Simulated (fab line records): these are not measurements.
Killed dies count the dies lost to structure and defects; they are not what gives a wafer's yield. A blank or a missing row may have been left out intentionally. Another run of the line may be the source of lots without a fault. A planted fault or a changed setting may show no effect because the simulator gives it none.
Matching of chambers | flow sky130 | 4 sister chambers for SKY_VIA1_CMP_02 on cmp-02
The step polishes SiO2. 16 wafers are shown with their chamber, then 7 later ones without.

== WAFERS, EACH WITH ITS CHAMBER ==
wafer  | chamber | motor_current_A (A) | slurry_flow_ml_min
L726.1 | 1       | 13.0                | 150.3
L726.2 | 3       | 12.4                | 149.8
L726.3 | 0       | 12.0                | 149.9
L730.3 | 2       | 11.8                | 150.0
L730.4 | 3       | 12.1                | 150.2
L730.6 | 0       | 12.6                | 150.5
L733.1 | 3       | 11.9                | 149.6
L733.4 | 2       | 11.8                | 149.4
L733.5 | 3       | 12.0                | 149.7
L731.2 | 0       | 13.0                | 150.1
L731.3 | 2       | 12.1                | 150.4
L731.5 | 3       | 12.5                | 149.4
L735.3 | 0       | 12.5                | 149.7
L735.5 | 2       | 11.9                | 150.5
L735.6 | 1       | 12.6                | 150.2
L738.1 | 2       | 12.2                | 149.4

SIGNATURES (means of the wafers above)
reading            | chamber 0 | chamber 1 | chamber 2 | chamber 3 | scatter within a chamber
motor_current_A    | 12.525    | 12.800    | 11.960    | 12.180    | 0.287
slurry_flow_ml_min | 150.050   | 150.250   | 149.940   | 149.740   | 0.389
Rule: a wafer lies at a distance from a chamber equal to the root of the sum of squares, over the readings, of (its reading less the chamber's mean, divided by the reading's scatter). The wafer belongs to the nearest chamber; if the next one is less than 2 further off, it can't be placed. The scatter is the square root of a quotient: the sum, over the shown wafers, of each reading's squared deviation from its chamber's mean, divided by wafers minus chambers.

== WAFERS WHOSE CHAMBER IS MISSING ==
wafer  | motor_current_A (A) | slurry_flow_ml_min
L738.4 | 12.8                | 150.3
L738.6 | 12.5                | 150.2
L741.3 | 12.7                | 149.6
L741.5 | 11.6                | 150.2
L741.6 | 12.7                | 150.2
L745.3 | 12.3                | 149.3
L745.6 | 13.0                | 149.3

== THE CHAMBER EACH PASSED THROUGH ==
wafer  | from the rows above               | in truth
L738.4 | can't be placed: 1 or 0           | 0
L738.6 | can't be placed: 0 or 1 or 3 or 2 | 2
L741.3 | can't be placed: 0 or 1 or 3 or 2 | 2
L741.5 | can't be placed: 2 or 3 or 0      | 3
L741.6 | can't be placed: 1 or 0 or 3      | 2
L745.3 | can't be placed: 3 or 2 or 0 or 1 | 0
L745.6 | can't be placed: 1 or 0 or 3 or 2 | 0
Correct placement for 0 of the 7. Not placeable from these rows: 7 (in 6, the candidates include the true chamber). Wrongly placed: 0.
